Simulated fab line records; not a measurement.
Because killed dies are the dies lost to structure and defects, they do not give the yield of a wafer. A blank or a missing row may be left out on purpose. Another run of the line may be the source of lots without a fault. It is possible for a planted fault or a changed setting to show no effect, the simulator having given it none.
fab line records	flow sky130
record lots=24	wafers=72	last_day=50
route steps=708 shown LOCAL_INTERCONNECT@399 VIA1@474 VIA2@527 CAPM@540 METAL3@569 METAL5@667
lots that met no fault: taken from a fault-free run of the same line
start_h: the number of hours between the record's first day and the start of the first shown wafer of the lot	wait_h: hours elapsed since this lot's preceding step	" the same as in the row above	L1.1+2: a row that stands for several wafers	- no value present, or no start provided	* or withheld: withheld	< > ~ a bound
route shown NAME@n: a module of which the file shows steps, and the number in the route of the first	usual: mean/standard deviation taken from wafers without a fault	same: alike in all rows	chamber/n: place in a boat	sites: each site's reading	_std_site: standard deviation across them	_edge_site: the outer-site mean with the inner-site mean subtracted	radius_mm: how far each site lies from the wafer's centre	mask NAME#n: copy n	behind: the most recent tool/chamber to have shaped the wafer	hold: reason for holding the lot/hours on hold/outcome of the hold	device: transistor that didn't switch, given as n, p or np	end of line: tests run on the same wafers once the route is complete	a step with no rows: only its recipe	killed: dies that structure and defects cost at the first sort, which is not the same as the wafer's yield	map: shows each die of a wafer: x if killed, . if not, _ if none is there
set.NAME: setting as actually run; set.NAME@STEP: the setting as run at that earlier step	model.NAME: the simulator's own value behind a step, which no gauge read
the route's steps for a sample of lots (tables are steps, rows are wafers)
services: a tool's chamber out of use, with start hour (start_h, from the record's first day; less than 0 if before it), hours out, and reason
## steps
# step SKY_LOCAL_INTERCONNECT_OVL_MEAS_12
# usual LOCAL_INTERCONNECT_OVL=1/6.9
lot.wafer	tool	chamber	start_h	wait_h	LOCAL_INTERCONNECT_OVL[nm]
L074.1	overlay-02	-	711.22	0.1	-7
L074.2	"	-	"	"	-5
L074.6	"	-	"	"	-9
L075.1	overlay-01	-	721.11	0.1	1
L075.2	"	-	"	"	-3
L075.6	"	-	"	"	-3
L077.3	overlay-01	-	742.38	0.1	10
L077.5	"	-	"	"	5
L077.6	"	-	"	"	12
L076.4	overlay-02	-	747.62	0.1	1
L076.5	"	-	"	"	3
L076.6	"	-	"	"	-2
L078.1	overlay-02	-	755.62	0.1	-3
L078.4	"	-	"	"	-6
L078.6	"	-	"	"	-9
L079.1	overlay-01	-	756.51	0.1	-6
L079.4	"	-	"	"	-1
L079.6	"	-	"	"	-5
L080.1	overlay-01	-	766.35	0.1	10
L080.2	"	-	"	"	6
L080.5	"	-	"	"	8
L081.2	overlay-01	-	776.32	0.1	1
L081.4	"	-	"	"	-1
L081.6	"	-	"	"	-1
L082.1	overlay-02	-	787.46	0.1	-5
L082.2	"	-	"	"	0
L082.5	"	-	"	"	-6
L083.3	overlay-02	-	793.47	0.1	1
L083.4	"	-	"	"	-1
L083.6	"	-	"	"	5
L084.4	overlay-01	-	800.24	0.1	7
L084.5	"	-	"	"	13
L084.6	"	-	"	"	5
L085.2	overlay-01	-	811.67	0.1	-8
L085.4	"	-	"	"	-3
L085.6	"	-	"	"	1
L086.2	overlay-02	-	815.27	0.1	9
L086.3	"	-	"	"	2
L086.6	"	-	"	"	8
L087.1	overlay-02	-	820.96	0.1	3
L087.4	"	-	"	"	0
L087.6	"	-	"	"	-1
L088.3	overlay-01	-	829.16	0.1	16
L088.5	"	-	"	"	13
L088.6	"	-	"	"	15
L089.3	overlay-02	-	835.06	0.1	-9
L089.4	"	-	"	"	-13
L089.6	"	-	"	"	-11
L090.2	overlay-01	-	845.02	0.1	3
L090.4	"	-	"	"	7
L090.5	"	-	"	"	2
L091.2	overlay-01	-	850.32	0.1	-10
L091.3	"	-	"	"	-8
L091.5	"	-	"	"	-12
L092.1	overlay-02	-	857.32	0.1	3
L092.2	"	-	"	"	4
L092.6	"	-	"	"	2
L093.3	overlay-02	-	860.52	0.1	6
L093.4	"	-	"	"	2
L093.6	"	-	"	"	9
L094.1	overlay-01	-	868.01	0.1	2
L094.3	"	-	"	"	3
L094.6	"	-	"	"	3
L095.2	overlay-01	-	873.27	0.1	10
L095.3	"	-	"	"	10
L095.4	"	-	"	"	11
L096.1	overlay-01	-	878.76	0.1	7
L096.2	"	-	"	"	8
L096.3	"	-	"	"	5
L097.3	overlay-02	-	893.86	0.1	5
L097.4	"	-	"	"	6
L097.5	"	-	"	"	-1
# step SKY_VIA1_STRIP_16
# recipe chemistry=O2/N2	power_w=1400	pressure_mtorr=1500	platen_temp_c=withheld	o2_flow_sccm=3000	n2_flow_sccm=300	overash_fraction=0.5
# usual drypump_motor_current_A=5.5/0.39	oes_product_au=0.416/0.0044	strip_time_to_endpoint_s=4.46/0.038
lot.wafer	tool	chamber	start_h	wait_h	drypump_motor_current_A	oes_product_au	rf_hours_counter_h	strip_time_to_endpoint_s
L074.1	plasma_asher-04	1	794.93	0.0	4.9	0.420	37	4.47
L074.2	"	0	"	"	5.6	0.421	37	4.48
L074.6	"	1	"	"	4.9	0.418	-	4.44
L075.1	plasma_asher-01	1	802.84	0.0	5.3	0.418	101	4.49
L075.2	"	0	"	"	5.6	0.419	101	4.50
L075.6	"	0	"	"	5.7	0.409	-	4.43
L077.3	plasma_asher-01	0	821.71	0.1	5.6	0.417	-	4.48
L077.5	"	1	"	"	5.3	0.411	-	4.42
L077.6	"	0	"	"	5.7	0.412	-	4.47
L076.4	plasma_asher-04	1	827.31	0.1	4.9	0.407	-	4.43
L076.5	"	1	"	"	4.9	0.417	-	4.51
L076.6	"	0	"	"	5.6	0.424	-	4.41
L078.1	plasma_asher-04	1	833.53	0.0	4.9	0.412	40	4.43
L078.4	"	0	"	"	5.6	0.413	-	4.52
L078.6	"	0	"	"	5.6	0.411	-	4.42
L079.1	plasma_asher-01	0	835.03	0.0	5.7	0.414	104	4.47
L079.4	"	0	"	"	5.7	0.412	-	4.43
L079.6	"	1	"	"	5.3	0.416	-	4.45
L080.1	plasma_asher-01	0	844.93	0.0	5.7	0.416	105	4.49
L080.2	"	1	"	"	5.3	0.418	105	4.46
L080.5	"	1	"	"	5.3	0.412	-	4.44
L081.2	plasma_asher-02	1	855.09	0.0	6.0	0.416	11	4.38
L081.4	"	0	"	"	5.8	0.423	-	4.44
L081.6	"	0	"	"	5.8	0.415	-	4.43
L082.1	plasma_asher-02	0	865.84	0.0	5.8	0.415	13	4.47
L082.2	"	1	"	"	6.1	0.420	13	4.42
L082.5	"	1	"	"	6.0	0.414	-	4.52
L083.3	plasma_asher-02	0	873.76	0.1	5.8	0.414	-	4.49
L083.4	"	1	"	"	6.0	0.408	-	4.48
L083.6	"	1	"	"	6.0	0.421	-	4.43
L084.4	plasma_asher-02	0	880.56	0.0	5.8	0.415	-	4.45
L084.5	"	0	"	"	5.8	0.418	-	4.45
L084.6	"	1	"	"	6.1	0.417	-	4.54
L085.2	plasma_asher-02	1	891.99	0.0	6.0	0.414	17	4.45
L085.4	"	0	"	"	5.8	0.412	-	4.48
L085.6	"	0	"	"	5.8	0.423	-	4.48
L086.2	plasma_asher-04	0	896.79	0.0	5.6	0.422	46	4.51
L086.3	"	0	"	"	5.6	0.419	-	4.51
L086.6	"	0	"	"	5.6	0.419	-	4.47
L087.1	plasma_asher-04	0	902.63	0.0	5.6	0.416	47	4.46
L087.4	"	0	"	"	5.6	0.417	-	4.53
L087.6	"	1	"	"	4.9	0.416	-	4.53
L088.3	plasma_asher-02	1	911.16	0.1	6.0	0.414	-	4.41
L088.5	"	1	"	"	6.0	0.414	-	4.40
L088.6	"	0	"	"	5.8	0.423	-	4.47
L089.3	plasma_asher-04	0	916.96	0.1	5.6	0.422	-	4.51
L089.4	"	1	"	"	4.9	0.416	-	4.46
L089.6	"	0	"	"	5.6	0.420	-	4.48
L090.2	plasma_asher-04	0	926.83	0.0	5.6	0.409	49	4.45
L090.4	"	0	"	"	5.6	0.419	-	4.42
L090.5	"	0	"	"	5.6	0.423	-	4.48
L091.2	plasma_asher-02	1	931.93	0.0	6.0	0.416	23	4.44
L091.3	"	1	"	"	6.0	0.414	-	4.45
L091.5	"	0	"	"	5.8	0.411	-	4.43
L092.1	plasma_asher-04	1	941.86	0.0	4.9	0.419	52	4.52
L092.2	"	0	"	"	5.6	0.413	52	4.46
L092.6	"	1	"	"	4.9	0.419	-	4.47
L093.3	plasma_asher-01	1	943.01	0.1	5.3	0.411	-	4.50
L093.4	"	0	"	"	5.7	0.427	-	4.44
L093.6	"	1	"	"	5.3	0.408	-	4.45
L094.1	plasma_asher-01	1	947.28	0.0	5.3	0.413	106	4.44
L094.3	"	0	"	"	5.7	0.417	-	4.44
L094.6	"	1	"	"	5.3	0.422	-	4.47
L095.2	plasma_asher-04	1	953.21	0.0	4.9	0.411	53	4.45
L095.3	"	0	"	"	5.6	0.419	-	4.46
L095.4	"	1	"	"	4.9	0.416	-	4.38
L096.1	plasma_asher-04	0	958.28	0.0	5.6	0.414	53	4.48
L096.2	"	1	"	"	4.9	0.414	53	4.49
L096.3	"	1	"	"	4.9	0.414	-	4.43
L097.3	plasma_asher-04	0	973.46	0.1	5.6	0.428	-	4.45
L097.4	"	1	"	"	4.9	0.422	-	4.46
L097.5	"	0	"	"	5.6	0.417	-	4.41
# step SKY_VIA2_SPUTTER_20
# recipe material=TiN	target_thk_nm=20	chamber_pressure_pa=5	power_w=4000	time_s=80
# usual throttle_valve_pct=29.8/1.2
lot.wafer	tool	chamber	start_h	wait_h	throttle_valve_pct
L074.1	pvd_sputter-03	-	848.10	0.0	29.1
L074.2	"	-	"	"	31.8
L074.6	"	-	"	"	29.0
L075.1	pvd_sputter-04	-	856.34	0.0	29.5
L075.2	"	-	"	"	29.5
L075.6	"	-	"	"	30.2
L077.3	pvd_sputter-04	-	876.28	0.0	29.5
L077.5	"	-	"	"	29.5
L077.6	"	-	"	"	30.0
L076.4	pvd_sputter-03	-	882.74	0.0	28.1
L076.5	"	-	"	"	30.2
L076.6	"	-	"	"	29.1
L078.1	pvd_sputter-03	-	889.19	0.0	29.0
L078.4	"	-	"	"	32.0
L078.6	"	-	"	"	28.3
L079.1	pvd_sputter-04	-	891.01	0.0	29.3
L079.4	"	-	"	"	29.6
L079.6	"	-	"	"	28.8
L080.1	pvd_sputter-04	-	899.43	0.0	28.7
L080.2	"	-	"	"	29.5
L080.5	"	-	"	"	29.7
L081.2	pvd_sputter-01	-	907.98	0.0	31.4
L081.4	"	-	"	"	28.4
L081.6	"	-	"	"	29.0
L082.1	pvd_sputter-01	-	919.45	0.0	31.5
L082.2	"	-	"	"	28.8
L082.5	"	-	"	"	31.5
L083.3	pvd_sputter-01	-	930.95	0.0	31.3
L083.4	"	-	"	"	28.3
L083.6	"	-	"	"	29.2
L084.4	pvd_sputter-04	-	933.54	0.0	29.3
L084.5	"	-	"	"	30.1
L084.6	"	-	"	"	29.5
L085.2	pvd_sputter-03	-	947.50	0.0	28.1
L085.4	"	-	"	"	31.5
L085.6	"	-	"	"	29.1
L086.2	pvd_sputter-01	-	949.31	0.0	28.6
L086.3	"	-	"	"	31.1
L086.6	"	-	"	"	31.3
L087.1	pvd_sputter-04	-	955.79	0.0	30.2
L087.4	"	-	"	"	29.6
L087.6	"	-	"	"	29.6
L088.3	pvd_sputter-01	-	968.51	0.0	31.5
L088.5	"	-	"	"	28.3
L088.6	"	-	"	"	31.4
L089.3	pvd_sputter-01	-	971.52	0.0	31.5
L089.4	"	-	"	"	28.4
L089.6	"	-	"	"	31.3
L090.2	pvd_sputter-03	-	979.00	0.0	31.8
L090.4	"	-	"	"	29.1
L090.5	"	-	"	"	30.7
L091.2	pvd_sputter-01	-	983.74	0.0	31.4
L091.3	"	-	"	"	31.4
L091.5	"	-	"	"	29.2
L092.1	pvd_sputter-03	-	992.76	0.0	31.6
L092.2	"	-	"	"	28.2
L092.6	"	-	"	"	28.7
L093.3	pvd_sputter-01	-	994.75	0.0	28.5
L093.4	"	-	"	"	29.3
L093.6	"	-	"	"	29.0
L094.1	pvd_sputter-03	-	998.53	0.0	28.4
L094.3	"	-	"	"	30.3
L094.6	"	-	"	"	29.0
L095.2	pvd_sputter-01	-	1004.82	0.0	31.3
L095.3	"	-	"	"	31.2
L095.4	"	-	"	"	28.9
L096.1	pvd_sputter-01	-	1008.46	0.0	29.2
L096.2	"	-	"	"	31.1
L096.3	"	-	"	"	31.5
L097.3	pvd_sputter-03	-	1023.94	0.0	28.8
L097.4	"	-	"	"	27.9
L097.5	"	-	"	"	28.2
# step SKY_CAPM_RS_MEAS_03
# recipe thk_meas_gauge=four-point-probe	reads=TiN_of_CAPM_SPUTTER_02
# usual CAPM_TIN_RS=6.93/0.087
lot.wafer	tool	chamber	start_h	wait_h	CAPM_TIN_RS[ohm/sq]
L074.1	film_metro-04	-	849.12	0.1	6.97
L074.2	"	-	"	"	6.96
L074.6	"	-	"	"	6.93
L075.1	film_metro-03	-	857.36	0.1	6.96
L075.2	"	-	"	"	6.78
L075.6	"	-	"	"	6.88
L077.3	film_metro-03	-	877.34	0.1	7.04
L077.5	"	-	"	"	6.93
L077.6	"	-	"	"	7.02
L076.4	film_metro-03	-	883.94	0.1	6.89
L076.5	"	-	"	"	6.86
L076.6	"	-	"	"	6.86
L078.1	film_metro-03	-	890.21	0.1	7.13
L078.4	"	-	"	"	6.98
L078.6	"	-	"	"	6.96
L079.1	film_metro-03	-	892.04	0.1	7.09
L079.4	"	-	"	"	6.86
L079.6	"	-	"	"	7.03
L080.1	film_metro-01	-	900.45	0.1	6.89
L080.2	"	-	"	"	7.02
L080.5	"	-	"	"	6.82
L081.2	film_metro-01	-	909.01	0.1	6.84
L081.4	"	-	"	"	6.88
L081.6	"	-	"	"	7.00
L082.1	film_metro-03	-	920.48	0.1	7.07
L082.2	"	-	"	"	6.84
L082.5	"	-	"	"	7.01
L083.3	film_metro-04	-	932.02	0.1	6.73
L083.4	"	-	"	"	7.03
L083.6	"	-	"	"	6.85
L084.4	film_metro-03	-	934.62	0.1	7.06
L084.5	"	-	"	"	6.93
L084.6	"	-	"	"	6.90
L085.2	film_metro-04	-	948.53	0.1	6.89
L085.4	"	-	"	"	7.00
L085.6	"	-	"	"	7.05
L086.2	film_metro-04	-	950.34	0.1	6.82
L086.3	"	-	"	"	7.07
L086.6	"	-	"	"	6.83
L087.1	film_metro-01	-	956.81	0.1	6.77
L087.4	"	-	"	"	6.84
L087.6	"	-	"	"	6.76
L088.3	film_metro-04	-	969.57	0.1	6.88
L088.5	"	-	"	"	7.10
L088.6	"	-	"	"	6.94
L089.3	film_metro-01	-	972.60	0.1	6.99
L089.4	"	-	"	"	6.85
L089.6	"	-	"	"	7.01
L090.2	film_metro-01	-	980.17	0.1	6.99
L090.4	"	-	"	"	6.92
L090.5	"	-	"	"	7.00
L091.2	film_metro-01	-	984.91	0.1	7.02
L091.3	"	-	"	"	6.91
L091.5	"	-	"	"	7.07
L092.1	film_metro-03	-	993.77	0.1	7.02
L092.2	"	-	"	"	6.86
L092.6	"	-	"	"	6.92
L093.3	film_metro-04	-	995.92	0.1	6.96
L093.4	"	-	"	"	7.05
L093.6	"	-	"	"	6.88
L094.1	film_metro-04	-	999.63	0.1	6.95
L094.3	"	-	"	"	6.88
L094.6	"	-	"	"	6.93
L095.2	film_metro-04	-	1006.20	0.1	6.98
L095.3	"	-	"	"	6.74
L095.4	"	-	"	"	6.78
L096.1	film_metro-03	-	1009.49	0.1	6.94
L096.2	"	-	"	"	6.96
L096.3	"	-	"	"	6.85
L097.3	film_metro-01	-	1025.10	0.1	6.81
L097.4	"	-	"	"	6.87
L097.5	"	-	"	"	6.89
# step SKY_METAL3_STRIP_19
# recipe chemistry=O2/N2	power_w=1400	pressure_mtorr=1500	platen_temp_c=withheld	o2_flow_sccm=3000	n2_flow_sccm=300	overash_fraction=0.5
# usual drypump_motor_current_A=5.5/0.37	oes_product_au=0.504/0.0074	strip_time_to_endpoint_s=6.57/0.15
lot.wafer	tool	chamber	start_h	wait_h	drypump_motor_current_A	oes_product_au	rf_hours_counter_h	strip_time_to_endpoint_s
L074.1	plasma_asher-02	1	901.70	0.3	6.0	0.500	19	6.48
L074.2	"	0	"	"	5.8	0.509	19	6.47
L074.6	"	0	"	"	5.8	0.503	-	6.48
L075.1	plasma_asher-04	1	908.52	0.1	4.9	0.489	47	6.37
L075.2	"	0	"	"	5.6	0.526	47	6.68
L075.6	"	1	"	"	4.9	0.509	-	6.68
L077.3	plasma_asher-02	1	928.74	0.2	6.1	0.511	-	6.62
L077.5	"	1	"	"	6.0	0.513	-	6.64
L077.6	"	0	"	"	5.8	0.507	-	6.59
L076.4	plasma_asher-02	0	935.18	0.2	5.8	0.498	-	6.55
L076.5	"	0	"	"	5.8	0.502	-	6.58
L076.6	"	1	"	"	6.1	0.502	-	6.57
L078.1	plasma_asher-04	1	941.09	0.3	4.9	0.514	51	6.77
L078.4	"	0	"	"	5.6	0.509	-	6.79
L078.6	"	1	"	"	4.9	0.517	-	6.82
L079.1	plasma_asher-04	0	943.90	0.3	5.6	0.523	52	6.87
L079.4	"	1	"	"	4.9	0.516	-	6.98
L079.6	"	1	"	"	4.9	0.520	-	6.89
L080.1	plasma_asher-01	1	950.38	0.1	5.4	0.513	106	6.85
L080.2	"	0	"	"	5.7	0.502	106	6.69
L080.5	"	0	"	"	5.6	0.515	-	6.85
L081.2	plasma_asher-04	0	959.51	0.1	5.6	0.496	53	6.44
L081.4	"	0	"	"	5.6	0.500	-	6.56
L081.6	"	1	"	"	4.9	0.507	-	6.52
L082.1	plasma_asher-02	0	970.51	0.1	5.8	0.496	27	6.37
L082.2	"	1	"	"	6.0	0.494	27	6.49
L082.5	"	0	"	"	5.8	0.500	-	6.47
L083.3	plasma_asher-04	1	980.70	0.1	4.9	0.489	-	6.39
L083.4	"	0	"	"	5.6	0.498	-	6.54
L083.6	"	1	"	"	4.9	0.497	-	6.45
L084.4	plasma_asher-01	1	984.70	0.1	5.3	0.505	-	6.60
L084.5	"	0	"	"	5.7	0.503	-	6.67
L084.6	"	1	"	"	5.3	0.516	-	6.74
L085.2	plasma_asher-01	0	997.97	0.1	5.7	0.493	111	6.52
L085.4	"	0	"	"	5.7	0.497	-	6.52
L085.6	"	0	"	"	5.7	0.507	-	6.74
L086.2	plasma_asher-04	0	999.66	0.1	5.6	0.504	57	6.67
L086.3	"	0	"	"	5.6	0.496	-	6.46
L086.6	"	0	"	"	5.6	0.496	-	6.45
L087.1	plasma_asher-01	1	1004.13	0.1	5.3	0.501	112	6.59
L087.4	"	0	"	"	5.7	0.495	-	6.40
L087.6	"	0	"	"	5.7	0.505	-	6.37
L088.3	plasma_asher-04	0	1016.50	0.1	5.6	0.495	-	6.41
L088.5	"	0	"	"	5.6	0.492	-	6.30
L088.6	"	1	"	"	4.9	0.497	-	6.39
L089.3	plasma_asher-01	0	1020.40	0.1	5.7	0.497	-	6.45
L089.4	"	1	"	"	5.3	0.497	-	6.38
L089.6	"	0	"	"	5.7	0.491	-	6.35
L090.2	plasma_asher-01	0	1027.12	0.1	5.7	0.513	114	6.75
L090.4	"	1	"	"	5.3	0.506	-	6.64
L090.5	"	0	"	"	5.7	0.508	-	6.69
L091.2	plasma_asher-01	0	1032.12	0.1	5.6	0.505	115	6.61
L091.3	"	1	"	"	5.3	0.503	-	6.57
L091.5	"	1	"	"	5.3	0.501	-	6.52
L092.1	plasma_asher-01	1	1040.12	0.1	5.3	0.496	115	6.34
L092.2	"	0	"	"	5.7	0.501	115	6.42
L092.6	"	0	"	"	5.7	0.497	-	6.47
L093.3	plasma_asher-04	1	1042.71	0.1	4.9	0.505	-	6.49
L093.4	"	0	"	"	5.6	0.513	-	6.59
L093.6	"	1	"	"	4.9	0.510	-	6.64
L094.1	plasma_asher-04	1	1045.68	0.1	4.9	0.509	62	6.52
L094.3	"	0	"	"	5.6	0.510	-	6.58
L094.6	"	1	"	"	4.9	0.500	-	6.52
L095.2	plasma_asher-04	1	1052.33	0.1	4.9	0.514	62	6.63
L095.3	"	1	"	"	4.9	0.500	-	6.63
L095.4	"	0	"	"	5.6	0.511	-	6.70
L096.1	plasma_asher-04	1	1054.02	0.1	4.9	0.510	63	6.77
L096.2	"	0	"	"	5.6	0.509	63	6.73
L096.3	"	1	"	"	4.9	0.513	-	6.67
L097.3	plasma_asher-02	1	1070.76	0.1	6.0	0.507	-	6.55
L097.4	"	0	"	"	5.8	0.494	-	6.37
L097.5	"	0	"	"	5.8	0.506	-	6.60
# step SKY_METAL5_THK_MEAS_06
# recipe thk_meas_gauge=xrf	reads=AlCu_of_METAL5_SPUTTER_02
# usual METAL5_ALCU_THK=1174/17
lot.wafer	tool	chamber	start_h	wait_h	METAL5_ALCU_THK[nm]
L074.1	film_metro-04	-	1005.84	0.1	1185
L074.2	"	-	"	"	1199
L074.6	"	-	"	"	1192
L075.1	film_metro-03	-	1010.57	0.1	1160
L075.2	"	-	"	"	1178
L075.6	"	-	"	"	1157
L077.3	film_metro-03	-	1029.87	0.1	1177
L077.5	"	-	"	"	1160
L077.6	"	-	"	"	1165
L076.4	film_metro-01	-	1037.95	0.1	1167
L076.5	"	-	"	"	1200
L076.6	"	-	"	"	1171
L078.1	film_metro-04	-	1041.01	0.1	1194
L078.4	"	-	"	"	1192
L078.6	"	-	"	"	1189
L079.1	film_metro-03	-	1044.23	0.1	1188
L079.4	"	-	"	"	1183
L079.6	"	-	"	"	1188
L080.1	film_metro-03	-	1050.51	0.1	1168
L080.2	"	-	"	"	1191
L080.5	"	-	"	"	1163
L081.2	film_metro-03	-	1058.52	0.1	1152
L081.4	"	-	"	"	1172
L081.6	"	-	"	"	1165
L082.1	film_metro-04	-	1068.30	0.1	1177
L082.2	"	-	"	"	1175
L082.5	"	-	"	"	1184
L083.3	film_metro-04	-	1078.14	0.1	1174
L083.4	"	-	"	"	1179
L083.6	"	-	"	"	1165
L084.4	film_metro-03	-	1085.36	0.1	1147
L084.5	"	-	"	"	1156
L084.6	"	-	"	"	1162
L085.2	film_metro-03	-	1093.58	0.1	1197
L085.4	"	-	"	"	1200
L085.6	"	-	"	"	1183
L086.2	film_metro-04	-	1095.48	0.1	1178
L086.3	"	-	"	"	1183
L086.6	"	-	"	"	1181
L087.1	film_metro-03	-	1098.68	0.1	1175
L087.4	"	-	"	"	1197
L087.6	"	-	"	"	1169
L088.3	film_metro-01	-	1110.71	0.1	1194
L088.5	"	-	"	"	1192
L088.6	"	-	"	"	1183
L089.3	film_metro-04	-	1115.82	0.1	1173
L089.4	"	-	"	"	1169
L089.6	"	-	"	"	1160
L090.2	film_metro-04	-	1119.54	0.1	1145
L090.4	"	-	"	"	1143
L090.5	"	-	"	"	1173
L091.2	film_metro-03	-	1122.73	0.1	1163
L091.3	"	-	"	"	1159
L091.5	"	-	"	"	1167
L092.1	film_metro-01	-	1130.47	0.1	1184
L092.2	"	-	"	"	1194
L092.6	"	-	"	"	1196
L093.3	film_metro-03	-	1132.24	0.1	1150
L093.4	"	-	"	"	1153
L093.6	"	-	"	"	1149
L094.1	film_metro-01	-	1135.49	0.1	1191
L094.3	"	-	"	"	1201
L094.6	"	-	"	"	1190
L095.2	film_metro-03	-	1139.36	0.1	1162
L095.3	"	-	"	"	1150
L095.4	"	-	"	"	1151
L096.1	film_metro-03	-	1141.03	0.1	1138
L096.2	"	-	"	"	1166
L096.3	"	-	"	"	1161
L097.3	film_metro-03	-	1156.88	0.1	1185
L097.4	"	-	"	"	1192
L097.5	"	-	"	"	1185
## services
tool	chamber	start_h	hours	kind
pvd_sputter-04	-	771.01	2.0	repair
pvd_sputter-03	-	783.32	1.8	repair
pvd_sputter-01	-	783.51	7.0	repair
pvd_sputter-04	-	793.38	1.8	repair
pvd_sputter-03	-	824.93	2.9	repair
plasma_asher-01	-	850.47	76.3	pm
plasma_asher-04	-	854.42	21.9	repair
pvd_sputter-01	-	881.97	18.4	repair
pvd_sputter-03	1	890.21	-	consumable_replace:kit
pvd_sputter-04	-	923.37	1.8	repair
plasma_asher-01	-	926.75	15.6	pm
plasma_asher-04	-	949.79	2.9	repair
pvd_sputter-04	-	978.23	4.6	repair
pvd_sputter-04	-	993.71	3.4	repair
pvd_sputter-04	-	1023.62	2.4	repair
plasma_asher-02	-	1041.96	2.9	repair
plasma_asher-01	-	1055.25	9.0	pm
plasma_asher-01	0	1055.25	9.0	vent_cycle
plasma_asher-01	1	1055.25	9.0	vent_cycle
pvd_sputter-04	-	1059.55	3.9	repair
pvd_sputter-04	-	1061.28	7.2	repair
plasma_asher-01	0	1064.25	-	clean
plasma_asher-01	1	1064.25	-	clean
plasma_asher-01	-	1070.60	2.8	pm
## key
fault none
